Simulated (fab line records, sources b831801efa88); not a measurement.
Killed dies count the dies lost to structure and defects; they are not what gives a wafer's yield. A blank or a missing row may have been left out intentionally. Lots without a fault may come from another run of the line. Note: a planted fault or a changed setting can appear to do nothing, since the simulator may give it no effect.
Chamber matching    flow sky130    SKY_VIA2_ETCH_15 on rie-diel-02: 4 sister chambers
The step etches SiO2 in C4F8/O2/Ar, stops on TiN, target depth 546 nm, time 84 s. 4 wafers are shown with their chamber, then 7 later ones without.

== EACH WAFER AND ITS CHAMBER ==
wafer   chamber  oes-product-au (a.u.)
L085.5  0        0.942
L087.4  3        0.938
L090.2  1        0.942
L090.5  2        0.939

== WAFERS WITH NO CHAMBER GIVEN ==
wafer   oes-product-au (a.u.)
L090.6  0.929
L093.4  0.940
L093.5  0.935
L093.6  0.941
L095.3  0.935
L095.4  0.937
L095.5  0.940

== CHAMBER TAKEN BY EACH ==
wafer   from the rows above                in truth
L090.6  can't be placed: 3 or 2 or 0 or 1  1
L093.4  can't be placed: 2 or 0 or 1 or 3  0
L093.5  can't be placed: 3 or 2 or 0 or 1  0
L093.6  can't be placed: 0 or 1 or 2 or 3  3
L095.3  can't be placed: 3 or 2 or 0 or 1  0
L095.4  can't be placed: 3 or 2 or 0 or 1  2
L095.5  can't be placed: 2 or 0 or 1 or 3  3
Correct placement for 0 of the 7. From these rows, 7 cannot be placed; in 7 the true chamber is one of the candidates. Wrongly placed: 0.
How it was worked out, from the rows above alone: a wafer's distance from a chamber is the root of the sum, over the readings, of the square of ((its reading less the chamber's mean) divided by the reading's scatter). If the next closest chamber is less than 2 further off than the closest, the wafer can't be placed; otherwise it belongs to the closest. A chamber's mean is the mean of its shown wafers. The scatter: root of mean squared gap, hidden wafer to nearest shown wafer, with one shown wafer a chamber.
